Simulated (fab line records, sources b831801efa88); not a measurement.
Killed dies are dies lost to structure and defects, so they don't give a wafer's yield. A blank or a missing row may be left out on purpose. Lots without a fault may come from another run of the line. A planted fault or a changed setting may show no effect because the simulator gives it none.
fab line records | flow sky130
record lots=13 wafers=39 last_day=50
route steps=708 shown POLY_GATE@227 LDD_N@248 LDD_HVN@277 SPACER@306 PAD_OPEN@708
lots that met no fault: from a run of the same line without faults
start_h: hours from the record's first day to the start of the lot's first wafer shown | wait_h: hours since the lot's step before | " the same as in the row above | L1.1+2: a row that stands for several wafers | - no value, or no start given | * or withheld: withheld | < > ~ a bound
route shown NAME@n: a module of which the file shows steps, and the number in the route of the first | usual: mean/standard deviation of fault-free wafers | same: alike in all rows | chamber/n: place in a boat | sites: the reading at each site | _std_site: their standard deviation | _edge_site: outer sites' mean less inner sites' | radius_mm: how far each site lies from the wafer's centre | mask NAME#n: copy n | behind: the tool/chamber that last shaped the wafer | hold: why the lot was held/for how many hours/how that ended | device: the transistor (n, p or np) that didn't switch | end of line: the same wafers' tests at the end of the route | a step without rows: its recipe alone | killed: dies lost to structure and defects at the first sort, not the wafer's yield | map: a wafer's dies, x killed, . not, _ none there
set.NAME: the setting as run; set.NAME@STEP: as run at that earlier step | model.NAME: the simulator's own value behind a step, which no gauge read
steps of the route over a sample of lots; a table a step, a row a wafer
services: from which hour (start_h, from the record's first day; less than 0 if before it) a tool's chamber was out of use, for how many hours, and why
## steps
# step SKY_POLY_GATE_CD_MEAS_13
# recipe target_cd_nm=150
# usual cd_nm=150.3/1.1
# columns lot.wafer tool chamber start_h wait_h cd_nm
L246.2 cd_sem-01 - 389.16 - 150.2
L246.3 " - " " 150.0
L246.4 " - " " 149.5
L247.2 cd_sem-01 - 425.24 - 150.2
L247.5 " - " " 150.7
L247.6 " - " " 150.0
L248.1 cd_sem-01 - 431.39 - 150.7
L248.3 " - " " 153.2
L248.6 " - " " 150.7
L249.1 cd_sem-01 - 432.71 - 150.4
L249.2 " - " " 150.3
L249.3 " - " " 150.7
L251.1 cd_sem-02 - 437.44 - 148.9
L251.2 " - " " 150.4
L251.5 " - " " 150.9
L252.3 cd_sem-01 - 451.83 - 150.6
L252.4 " - " " 151.1
L252.6 " - " " 149.5
L255.1 cd_sem-01 - 472.47 - 149.8
L255.4 " - " " 149.0
L255.6 " - " " 150.6
L260.1 cd_sem-01 - 528.57 - 150.8
L260.2 " - " " 151.4
L260.4 " - " " 150.6
L261.1 cd_sem-02 - 533.47 - 151.4
L261.3 " - " " 150.3
L261.5 " - " " 151.8
L263.1 cd_sem-02 - 555.87 - 149.7
L263.5 " - " " 149.9
L263.6 " - " " 149.5
L264.1 cd_sem-01 - 568.94 - 150.0
L264.2 " - " " 150.9
L264.4 " - " " 149.5
L266.2 cd_sem-02 - 572.49 - 149.4
L266.3 " - " " 150.2
L266.6 " - " " 150.5
L265.1 cd_sem-01 - 577.27 - 151.8
L265.2 " - " " 151.5
L265.3 " - " " 150.1
# step SKY_LDD_N_IMPLANT_11
# recipe species=As energy_kev=20 dose_cm2=7.5e+13 tilt_deg=withheld rotation_deg=293
# usual dose_ions_cm2=7.499e+13/8.3e+10 faraday_current_uA=422/9 rotation_deg=293.00/0.052
# columns lot.wafer tool chamber start_h wait_h dose_ions_cm2 faraday_current_uA rotation_deg
L246.2 implanter-02 0 420.25 0.1 7.495e+13 428 293.04
L246.3 " 0 " " 7.485e+13 433 292.97
L246.4 " 0 " " 7.501e+13 422 293.01
L247.2 implanter-01 0 459.25 0.1 7.485e+13 428 293.03
L247.5 " 0 " " 7.497e+13 438 292.96
L247.6 " 0 " " 7.494e+13 418 293.09
L248.1 implanter-02 0 465.37 0.1 7.501e+13 431 293.00
L248.3 " 0 " " 7.5e+13 430 292.98
L248.6 " 0 " " 7.504e+13 428 293.10
L249.1 implanter-01 0 465.67 0.1 7.492e+13 421 293.01
L249.2 " 0 " " 7.498e+13 409 293.01
L249.3 " 0 " " 7.476e+13 431 293.08
L251.1 implanter-01 0 472.17 0.1 6.591e+13 369 293.03
L251.2 " 0 " " 6.594e+13 373 292.99
L251.5 " 0 " " 6.6e+13 375 293.03
L252.3 implanter-01 0 484.47 0.1 6.59e+13 368 292.93
L252.4 " 0 " " 6.589e+13 380 292.99
L252.6 " 0 " " 6.586e+13 367 293.02
L255.1 implanter-04 0 504.96 0.1 7.505e+13 422 292.93
L255.4 " 0 " " 7.5e+13 416 293.08
L255.6 " 0 " " 7.498e+13 431 293.01
L260.1 implanter-02 0 560.56 0.1 7.5e+13 423 292.97
L260.2 " 0 " " 7.487e+13 413 292.99
L260.4 " 0 " " 7.496e+13 422 293.01
L261.1 implanter-01 0 565.22 0.1 7.506e+13 411 293.04
L261.3 " 0 " " 7.511e+13 410 292.95
L261.5 " 0 " " 7.504e+13 425 293.00
L263.1 implanter-04 0 587.51 0.1 7.491e+13 397 292.99
L263.5 " 0 " " 7.503e+13 432 293.10
L263.6 " 0 " " 7.512e+13 423 293.00
L264.1 implanter-02 0 601.56 0.1 7.487e+13 424 293.00
L264.2 " 0 " " 7.481e+13 432 292.97
L264.4 " 0 " " 7.493e+13 422 292.94
L266.2 implanter-04 0 603.39 0.1 7.515e+13 419 293.00
L266.3 " 0 " " 7.498e+13 417 292.97
L266.6 " 0 " " 7.502e+13 411 292.96
L265.1 implanter-01 0 608.12 0.1 7.508e+13 414 292.92
L265.2 " 0 " " 7.503e+13 411 293.09
L265.3 " 0 " " 7.5e+13 437 293.00
# step SKY_LDD_HVN_TW_MEAS_10
# usual LDD_HVN_TW=1436/5.8
# columns lot.wafer tool chamber start_h wait_h LDD_HVN_TW
L246.2 film_metro-03 - 481.28 0.1 1446
L246.3 " - " " 1442
L246.4 " - " " 1437
L247.2 film_metro-04 - 520.86 0.1 1430
L247.5 " - " " 1431
L247.6 " - " " 1436
L248.1 film_metro-04 - 526.75 0.1 1433
L248.3 " - " " 1435
L248.6 " - " " 1435
L249.1 film_metro-04 - 527.97 0.1 1434
L249.2 " - " " 1438
L249.3 " - " " 1440
L251.1 film_metro-04 - 533.62 0.1 1436
L251.2 " - " " 1437
L251.5 " - " " 1437
L252.3 film_metro-03 - 545.69 0.1 1434
L252.4 " - " " 1432
L252.6 " - " " 1432
L255.1 film_metro-03 - 564.82 0.1 1435
L255.4 " - " " 1432
L255.6 " - " " 1432
L260.1 film_metro-03 - 618.12 0.1 1425
L260.2 " - " " 1428
L260.4 " - " " 1428
L261.1 film_metro-02 - 623.97 0.1 1442
L261.3 " - " " 1433
L261.5 " - " " 1425
L263.1 film_metro-02 - 646.02 0.1 1429
L263.5 " - " " 1436
L263.6 " - " " 1436
L264.1 film_metro-04 - 660.12 0.1 1439
L264.2 " - " " 1442
L264.4 " - " " 1439
L266.2 film_metro-03 - 661.63 0.1 1430
L266.3 " - " " 1432
L266.6 " - " " 1434
L265.1 film_metro-03 - 665.72 0.1 1441
L265.2 " - " " 1439
L265.3 " - " " 1434
# step SKY_SPACER_ETCHBACK_02
# recipe chemistry=CH3F/O2 target=Si3N4 stop_on=SiO2 source_w=400 bias_w=80 pressure_mtorr=25 ch3f_flow_sccm=40 O2_flow_sccm=30 time_s=46.7 target_depth_a=450
# usual drypump_motor_current_A=5.7/0.48 oes_product_au=0.854/0.0064 throttle_valve_pct=10.563/0.0098
# columns lot.wafer tool chamber start_h wait_h drypump_motor_current_A oes_product_au rf_hours_counter_h throttle_valve_pct
L246.2 rie_diel-04 0 545.81 0.0 5.0 0.850 37 10.560
L246.3 " 3 " " 5.2 0.860 1 10.572
L246.4 " 1 " " 6.0 0.846 15 10.563
L247.2 rie_diel-03 1 582.49 0.0 6.0 0.856 6 10.545
L247.5 " 0 " " 5.6 0.856 - 10.553
L247.6 " 3 " " 5.4 0.869 - 10.568
L248.1 rie_diel-03 0 588.49 0.1 5.6 0.855 44 10.564
L248.3 " 1 " " 6.0 0.851 6 10.556
L248.6 " 0 " " 5.6 0.853 - 10.575
L249.1 rie_diel-02 2 590.30 0.1 6.3 0.858 6 10.561
L249.2 " 1 " " 5.6 0.845 4 10.554
L249.3 " 0 " " 6.3 0.862 12 10.584
L251.1 rie_diel-02 3 595.72 0.1 5.7 0.848 2 10.575
L251.2 " 1 " " 5.6 0.854 4 10.575
L251.5 " 3 " " 5.7 0.845 - 10.577
L252.3 rie_diel-04 3 605.70 0.0 5.2 0.858 3 10.541
L252.4 " 0 " " 5.0 0.864 38 10.555
L252.6 " 1 " " 6.0 0.862 - 10.557
L255.1 rie_diel-04 1 624.64 0.1 6.0 0.843 16 10.554
L255.4 " 2 " " 5.2 0.843 4 10.560
L255.6 " 2 " " 5.2 0.850 - 10.563
L260.1 rie_diel-03 0 678.25 0.1 5.6 0.855 46 10.563
L260.2 " 1 " " 6.0 0.853 8 10.547
L260.4 " 0 " " 5.6 0.868 - 10.562
L261.1 rie_diel-04 1 683.07 0.1 6.0 0.856 18 10.582
L261.3 " 3 " " 5.2 0.852 5 10.573
L261.5 " 3 " " 5.1 0.862 - 10.575
L263.1 rie_diel-03 2 706.65 0.1 6.6 0.853 7 10.555
L263.5 " 3 " " 5.4 0.857 - 10.571
L263.6 " 1 " " 6.0 0.854 - 10.573
L264.1 rie_diel-03 1 718.50 0.1 6.0 0.861 9 10.546
L264.2 " 3 " " 5.4 0.859 5 10.548
L264.4 " 2 " " 6.6 0.855 8 10.560
L266.2 rie_diel-04 2 719.71 0.0 5.2 0.848 7 10.566
L266.3 " 3 " " 5.1 0.839 6 10.554
L266.6 " 0 " " 5.0 0.848 - 10.563
L265.1 rie_diel-04 2 725.10 0.1 5.2 0.860 7 10.562
L265.2 " 3 " " 5.1 0.857 6 10.566
L265.3 " 0 " " 5.0 0.858 41 10.578
# step SKY_PAD_OPEN_PROBE_99
# usual killed_at_M0_to_M3=44/7 killed_at_M4_up=3.0/1.9 killed_at_contacts=24/5.4 killed_at_front_end=15/4.6 killed_at_other=0.3/0.5 killed_dies=87/10 killed_open=47/7 killed_short=40/6.2
# same gross_dies=492 killed_at_back_side=0
# columns lot.wafer tool chamber start_h wait_h killed_at_M0_to_M3 killed_at_M4_up killed_at_contacts killed_at_front_end killed_at_other killed_dies killed_open killed_short
L249.1 prober-02 - 1117.46 0.1 42 3 22 10 0 77 39 38
L249.2 prober-02 - 1117.51 0.1 42 2 24 23 2 93 53 40
L249.3 prober-02 - 1117.56 0.2 48 4 20 19 0 91 49 42
# killed by level:class
L249.1 VIA2:geometric_particle:open=9 LOCAL_INTERCONNECT:geometric_particle:short=7 VIA3:geometric_particle:open=7 LI_CONTACT:geometric_particle:open=6 METAL1:geometric_particle:short=5 CONTACT:geometric_particle:open=4 VIA1:geometric_particle:short=4 VIA1:geometric_particle:open=4
L249.2 VIA3:geometric_particle:open=11 VIA1:geometric_particle:open=9 FIELD_ISO:geometric_particle:short=6 POLY_GATE:geometric_particle:short=6 LI_CONTACT:geometric_particle:open=6 FIELD_ISO:geometric_particle:open=5 CONTACT:geometric_particle:open=5 LOCAL_INTERCONNECT:geometric_particle:short=5
L249.3 VIA1:geometric_particle:open=11 METAL1:geometric_particle:short=11 CONTACT:geometric_particle:open=8 FIELD_ISO:geometric_particle:open=7 VIA2:geometric_particle:short=6 VIA3:geometric_particle:short=6 LI_CONTACT:geometric_particle:open=5 POLY_GATE:geometric_particle:short=4
## services
# columns tool chamber start_h hours kind
implanter-02 - 399.07 3.7 repair
rie_diel-02 3 428.64 23.1 repair
implanter-04 - 443.52 2.7 pm
rie_diel-03 1 462.33 10.2 repair
rie_diel-03 3 474.51 3.1 repair
implanter-04 - 489.94 2.1 repair
implanter-04 - 490.38 3.5 repair
rie_diel-04 3 511.64 5.1 repair
rie_diel-03 - 539.30 0.3 repair
implanter-04 - 542.72 5.9 pm
rie_diel-03 - 565.25 14.6 pm
rie_diel-03 2 586.09 4.4 repair
rie_diel-03 0 589.36 5.6 repair
rie_diel-04 2 610.10 13.1 repair
implanter-04 - 633.61 85.5 pm
implanter-02 - 638.65 0.9 repair
rie_diel-04 0 643.15 6.1 repair
rie_diel-03 - 644.35 2.8 pm
rie_diel-04 3 665.45 4.1 repair
rie_diel-03 3 673.39 11.8 repair
rie_diel-03 0 705.10 8.4 repair
implanter-02 - 716.81 0.5 repair
rie_diel-04 - 721.22 2.8 pm
implanter-01 - 722.66 2.5 repair
## key
first_sign step=SKY_LDD_N_IMPLANT_11 reading=dose_ions_cm2 direction=down sigmas=99+ usual=* struck=*
effect step=SKY_LDD_N_IMPLANT_11 reading=faraday_current_uA direction=down sigmas=5.6 usual=422 struck=372
met_at SKY_LDD_N_IMPLANT_11
struck_lots L251,L252
tester_left_out L251,L252
not_acting_at SKY_POLY_GATE_CD_MEAS_13,SKY_LDD_HVN_TW_MEAS_10,SKY_SPACER_ETCHBACK_02
onset_between 465.67 472.17
fault kind=process_parameter_drift tool=implanter-01 chamber=- onset_h=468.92 steps=SKY_LDD_N_IMPLANT_11 channel=dose_cm2 offset=* shape=step end_h=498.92 acts_in=* stated=*
# tester_left_out: of these lots the tester's yield and bins aren't shown, on N5 and GAA mostly nor the transistor test; their killed dies are dies lost to structure and defects alone, not to doping, threshold or leakage, so they don't give the yield
